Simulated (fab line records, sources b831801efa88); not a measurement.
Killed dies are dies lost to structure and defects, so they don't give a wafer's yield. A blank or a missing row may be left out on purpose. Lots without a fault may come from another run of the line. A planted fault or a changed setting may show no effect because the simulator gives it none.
fab line records | flow sky130
record lots=14 wafers=42 last_day=50
route steps=708 shown RES_XHIGH@340 SD_N@353 LI_CONTACT@364
lots that met no fault: from a run of the same line without faults
start_h: hours from the record's first day to the start of the lot's first wafer shown | wait_h: hours since the lot's step before | " the same as in the row above | L1.1+2: a row that stands for several wafers | - no value, or no start given | * or withheld: withheld | < > ~ a bound
route shown NAME@n: a module of which the file shows steps, and the number in the route of the first | usual: mean/standard deviation of fault-free wafers | same: alike in all rows | chamber/n: place in a boat | sites: the reading at each site | _std_site: their standard deviation | _edge_site: outer sites' mean less inner sites' | radius_mm: how far each site lies from the wafer's centre | mask NAME#n: copy n | behind: the tool/chamber that last shaped the wafer | hold: why the lot was held/for how many hours/how that ended | device: the transistor (n, p or np) that didn't switch | end of line: the same wafers' tests at the end of the route | a step without rows: its recipe alone | killed: dies lost to structure and defects at the first sort, not the wafer's yield | map: a wafer's dies, x killed, . not, _ none there
set.NAME: the setting as run; set.NAME@STEP: as run at that earlier step | model.NAME: the simulator's own value behind a step, which no gauge read
steps of the route over a sample of lots; a table a step, a row a wafer
services: from which hour (start_h, from the record's first day; less than 0 if before it) a tool's chamber was out of use, for how many hours, and why
## steps
# step SKY_RES_XHIGH_STRIP_08
# recipe chemistry=O2/N2 power_w=1400 pressure_mtorr=1500 platen_temp_c=withheld o2_flow_sccm=3000 n2_flow_sccm=300 overash_fraction=0.5
# usual drypump_motor_current_A=5.7/0.32 oes_product_au=0.711/0.0046 strip_time_to_endpoint_s=14.28/0.036
# columns lot.wafer tool chamber start_h wait_h drypump_motor_current_A oes_product_au rf_hours_counter_h strip_time_to_endpoint_s
L823.2 plasma_asher-01 1 624.53 0.1 6.1 0.714 48 14.27
L823.3 " 1 " " 6.1 0.713 - 14.22
L823.4 " 0 " " 5.7 0.714 - 14.29
L824.1 plasma_asher-03 0 624.69 0.1 5.2 0.711 17 14.33
L824.5 " 0 " " 5.2 0.709 - 14.33
L824.6 " 1 " " 5.7 0.708 - 14.29
L825.1 plasma_asher-01 1 638.48 0.1 6.1 0.704 49 14.31
L825.3 " 0 " " 5.7 0.707 - 14.29
L825.5 " 1 " " 6.1 0.713 - 14.29
L826.2 plasma_asher-03 1 645.17 0.1 5.7 0.707 19 14.21
L826.4 " 0 " " 5.2 0.711 - 14.24
L826.5 " 0 " " 5.2 0.708 - 14.22
L836.1 plasma_asher-01 0 729.47 0.1 5.7 0.708 58 14.31
L836.3 " 1 " " 6.1 0.716 - 14.32
L836.6 " 1 " " 6.1 0.704 - 14.31
L837.3 plasma_asher-01 0 731.22 0.1 5.8 0.708 - 14.24
L837.5 " 0 " " 5.7 0.713 - 14.26
L837.6 " 1 " " 6.1 0.710 - 14.24
L839.2 plasma_asher-03 1 752.28 0.1 5.7 0.715 30 14.24
L839.3 " 1 " " 5.7 0.714 - 14.26
L839.4 " 0 " " 5.2 0.712 - 14.30
L840.1 plasma_asher-04 0 756.19 0.1 5.2 0.713 95 14.30
L840.3 " 0 " " 5.2 0.712 - 14.33
L840.6 " 0 " " 5.2 0.706 - 14.30
L841.1 plasma_asher-03 0 763.92 0.1 5.2 0.717 31 14.35
L841.3 " 1 " " 5.7 0.716 - 14.32
L841.5 " 0 " " 5.2 0.702 - 14.40
L842.1 plasma_asher-01 0 780.49 0.1 5.7 0.704 62 14.26
L842.5 " 1 " " 6.1 0.713 - 14.28
L842.6 " 0 " " 5.7 0.709 - 14.24
L843.2 plasma_asher-04 0 781.98 0.1 5.2 0.703 98 14.30
L843.5 " 0 " " 5.2 0.704 - 14.30
L843.6 " 1 " " 5.7 0.710 - 14.30
L844.2 plasma_asher-01 0 786.43 0.1 5.7 0.710 63 14.31
L844.3 " 0 " " 5.7 0.708 - 14.28
L844.4 " 1 " " 6.1 0.707 - 14.30
L845.3 plasma_asher-04 1 788.61 0.1 5.7 0.716 - 14.31
L845.4 " 0 " " 5.2 0.713 - 14.29
L845.5 " 1 " " 5.7 0.703 - 14.31
L846.1 plasma_asher-01 0 808.79 0.1 5.8 0.712 65 14.31
L846.3 " 0 " " 5.7 0.716 - 14.29
L846.5 " 1 " " 6.1 0.713 - 14.29
# step SKY_SD_N_STRIP_11
# recipe chemistry=O2/N2 power_w=1400 pressure_mtorr=1500 platen_temp_c=withheld o2_flow_sccm=3000 n2_flow_sccm=300 overash_fraction=0.5
# usual drypump_motor_current_A=6.0/0.43 oes_product_au=0.527/0.0049 strip_time_to_endpoint_s=22.52/0.046
# columns lot.wafer tool chamber start_h wait_h drypump_motor_current_A oes_product_au rf_hours_counter_h strip_time_to_endpoint_s
L823.2 plasma_asher-01 0 653.64 0.1 5.8 0.530 50 22.54
L823.3 " 1 " " 6.1 0.528 - 22.51
L823.4 " 0 " " 5.7 0.521 - 22.54
L824.1 plasma_asher-02 1 653.74 0.1 6.5 0.529 97 22.50
L824.5 " 1 " " 6.5 0.532 - 22.49
L824.6 " 0 " " 6.3 0.525 - 22.49
L825.1 plasma_asher-02 0 667.39 0.1 6.2 0.523 98 22.50
L825.3 " 1 " " 6.5 0.532 - 22.57
L825.5 " 1 " " 6.5 0.528 - 22.54
L826.2 plasma_asher-03 0 673.34 0.1 5.2 0.523 22 22.53
L826.4 " 1 " " 5.7 0.519 - 22.50
L826.5 " 0 " " 5.2 0.530 - 22.50
L836.1 plasma_asher-03 1 757.14 0.1 5.7 0.521 31 22.48
L836.3 " 0 " " 5.2 0.523 - 22.53
L836.6 " 0 " " 5.2 0.524 - 22.53
L837.3 plasma_asher-01 1 758.43 0.1 6.1 0.532 - 22.57
L837.5 " 0 " " 5.7 0.530 - 22.60
L837.6 " 1 " " 6.1 0.525 - 22.61
L839.2 plasma_asher-02 1 779.34 0.1 6.5 0.528 4 22.51
L839.3 " 1 " " 6.5 0.527 - 22.51
L839.4 " 0 " " 6.3 0.528 - 22.47
L840.1 plasma_asher-03 1 782.69 0.1 5.7 0.529 33 22.54
L840.3 " 0 " " 5.2 0.537 - 22.48
L840.6 " 0 " " 5.2 0.526 - 22.49
L841.1 plasma_asher-02 0 790.74 0.1 6.3 0.539 5 22.61
L841.3 " 0 " " 6.3 0.531 - 22.61
L841.5 " 1 " " 6.5 0.526 - 22.62
L842.1 plasma_asher-02 0 807.24 0.1 6.3 0.531 7 22.54
L842.5 " 1 " " 6.5 0.522 - 22.48
L842.6 " 0 " " 6.3 0.520 - 22.50
L843.2 plasma_asher-02 0 808.54 0.1 6.3 0.529 7 22.54
L843.5 " 1 " " 6.5 0.520 - 22.55
L843.6 " 0 " " 6.3 0.536 - 22.50
L844.2 plasma_asher-03 1 813.09 0.1 5.7 0.523 36 22.59
L844.3 " 1 " " 5.7 0.533 - 22.56
L844.4 " 0 " " 5.2 0.524 - 22.57
L845.3 plasma_asher-02 1 814.98 0.1 6.5 0.517 - 22.51
L845.4 " 0 " " 6.3 0.531 - 22.51
L845.5 " 1 " " 6.5 0.530 - 22.52
L846.1 plasma_asher-01 1 835.19 0.1 6.1 0.526 67 22.53
L846.3 " 1 " " 6.1 0.524 - 22.51
L846.5 " 0 " " 5.7 0.535 - 22.55
# step SKY_LI_CONTACT_CMP_02
# recipe material=PSG down_force_psi=4 platen_rpm=60 pad_velocity_m_s=0.94248
# usual motor_current_A=12.7/1.1 slurry_filter_dp_kPa=13.49/0.12 time_to_endpoint_s=30.2/2.4
# columns lot.wafer tool chamber start_h wait_h motor_current_A slurry_filter_dp_kPa time_to_endpoint_s
L823.2 cmp-01 1 654.57 0.0 13.3 13.68 27.2
L823.4 " 2 " " 12.3 13.59 32.1
L823.3 " 0 " " 14.3 13.34 30.0
L824.1 cmp-01 2 654.97 0.3 11.5 13.67 34.2
L824.5 " 0 " " 15.0 13.44 32.1
L824.6 " 1 " " 12.9 13.46 30.4
L825.1 cmp-01 1 668.37 0.1 12.6 13.48 16.5
L825.3 " 2 " " 12.2 13.49 19.1
L825.5 " 0 " " 14.6 13.44 15.4
L826.2 cmp-01 3 674.31 0.1 11.2 13.54 17.3
L826.4 " 1 " " 13.2 13.35 17.2
L826.5 " 3 " " 11.5 13.33 17.4
L836.1 cmp-01 1 758.13 0.1 12.1 13.59 30.5
L836.3 " 3 " " 11.6 13.51 30.6
L836.6 " 1 " " 12.4 13.39 26.5
L837.3 cmp-02 1 759.43 0.1 11.5 13.28 31.2
L837.5 " 3 " " 13.2 13.45 33.2
L837.6 " 0 " " 13.2 13.56 29.4
L839.3 cmp-01 3 780.31 0.1 11.8 13.28 34.1
L839.2 " 0 " " 14.2 13.44 34.9
L839.4 " 1 " " 12.7 13.41 36.5
L840.3 cmp-02 3 783.62 0.0 13.5 13.54 34.0
L840.1 " 1 " " 11.1 13.53 33.5
L840.6 " 0 " " 12.7 13.34 31.1
L841.1 cmp-01 2 791.72 0.1 12.3 13.66 30.0
L841.3 " 3 " " 11.4 13.65 26.2
L841.5 " 2 " " 12.6 13.49 31.1
L842.1 cmp-01 2 808.22 0.1 12.6 13.63 34.2
L842.5 " 1 " " 12.8 13.67 25.5
L842.6 " 2 " " 12.8 13.68 30.3
L843.2 cmp-02 0 809.46 0.0 13.5 13.46 31.0
L843.5 " 0 " " 13.5 13.51 31.2
L843.6 " 1 " " 11.4 13.77 29.4
L844.2 cmp-01 3 814.01 0.0 11.5 13.59 29.8
L844.3 " 0 " " 14.7 13.38 31.6
L844.4 " 2 " " 12.7 13.65 34.7
L845.3 cmp-01 3 815.87 0.0 11.1 13.51 29.8
L845.4 " 1 " " 13.4 13.52 31.4
L845.5 " 0 " " 14.6 13.54 30.2
L846.3 cmp-02 1 836.12 0.0 11.5 13.70 30.6
L846.1 " 0 " " 14.9 13.54 31.6
L846.5 " 1 " " 12.2 13.61 32.5
# step SKY_LI_CONTACT_BOW_MEAS_03
# recipe mode=bow
# usual LI_CONTACT_BOW=55/6.7
# columns lot.wafer tool chamber start_h wait_h LI_CONTACT_BOW[um]
L823.2 film_metro-04 - 654.89 0.3 53
L823.3 " - " " 52
L823.4 " - " " 64
L824.1 film_metro-03 - 655.17 0.1 65
L824.5 " - " " 67
L824.6 " - " " 52
L825.1 film_metro-04 - 668.62 0.2 56
L825.3 " - " " 59
L825.5 " - " " 46
L826.2 film_metro-02 - 674.58 0.2 62
L826.4 " - " " 60
L826.5 " - " " 61
L836.1 film_metro-03 - 758.38 0.2 44
L836.3 " - " " 64
L836.6 " - " " 44
L837.3 film_metro-04 - 759.67 0.2 61
L837.5 " - " " 60
L837.6 " - " " 53
L839.2 film_metro-04 - 780.58 0.2 59
L839.3 " - " " 70
L839.4 " - " " 46
L840.1 film_metro-02 - 783.92 0.1 55
L840.3 " - " " 52
L840.6 " - " " 37
L841.1 film_metro-04 - 791.97 0.2 66
L841.3 " - " " 68
L841.5 " - " " 57
L842.1 film_metro-03 - 808.47 0.2 54
L842.5 " - " " 53
L842.6 " - " " 53
L843.2 film_metro-02 - 809.78 0.3 55
L843.5 " - " " 53
L843.6 " - " " 54
L844.2 film_metro-04 - 814.33 0.3 52
L844.3 " - " " 62
L844.4 " - " " 57
L845.3 film_metro-02 - 816.21 0.3 59
L845.4 " - " " 43
L845.5 " - " " 39
L846.1 film_metro-03 - 836.42 0.1 47
L846.3 " - " " 55
L846.5 " - " " 51
## services
# columns tool chamber start_h hours kind
cmp-01 - 616.42 1.2 repair
cmp-01 - 645.46 2.4 repair
cmp-01 - 646.56 0.9 repair
cmp-02 - 654.01 1.0 repair
cmp-01 - 656.32 12.0 pm
cmp-01 - 678.89 1.0 repair
cmp-01 - 680.39 0.8 repair
cmp-02 - 685.71 0.4 repair
cmp-01 - 700.86 4.8 pm
cmp-01 - 712.46 4.2 repair
cmp-02 - 725.05 5.5 repair
plasma_asher-02 - 733.75 9.0 pm
plasma_asher-01 - 741.95 15.6 pm
cmp-02 - 744.00 4.0 pm
plasma_asher-03 - 744.24 3.9 repair
cmp-01 - 747.36 2.3 repair
plasma_asher-03 - 749.64 1.1 repair
plasma_asher-02 - 756.03 2.2 repair
plasma_asher-02 - 759.13 0.8 repair
plasma_asher-03 - 767.87 2.1 repair
plasma_asher-03 - 786.20 2.8 pm
plasma_asher-02 - 801.16 1.8 repair
plasma_asher-03 - 814.89 5.7 repair
plasma_asher-01 - 818.23 2.8 pm
## key
first_sign step=SKY_LI_CONTACT_CMP_02 reading=time_to_endpoint_s direction=down sigmas=5.4 usual=* struck=*
effect none on later readings
met_at SKY_LI_CONTACT_CMP_02
struck_lots L825,L826
sort_left_out L826.2,L826.4,L826.5
tester_left_out L825,L826
not_acting_at SKY_RES_XHIGH_STRIP_08,SKY_SD_N_STRIP_11,SKY_LI_CONTACT_BOW_MEAS_03
onset_between 654.97 668.37
fault kind=process_parameter_drift tool=cmp-01 chamber=- onset_h=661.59 steps=SKY_LI_CONTACT_CMP_02 channel=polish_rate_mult offset=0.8 shape=step end_h=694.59
# tester_left_out: of these lots the tester's yield and bins aren't shown, on N5 and GAA mostly nor the transistor test; their killed dies are dies lost to structure and defects alone, not to doping, threshold or leakage, so they don't give the yield
# sort_left_out: the simulated sort isn't trusted on such a fault, so these wafers' sort isn't shown, and their yield isn't known
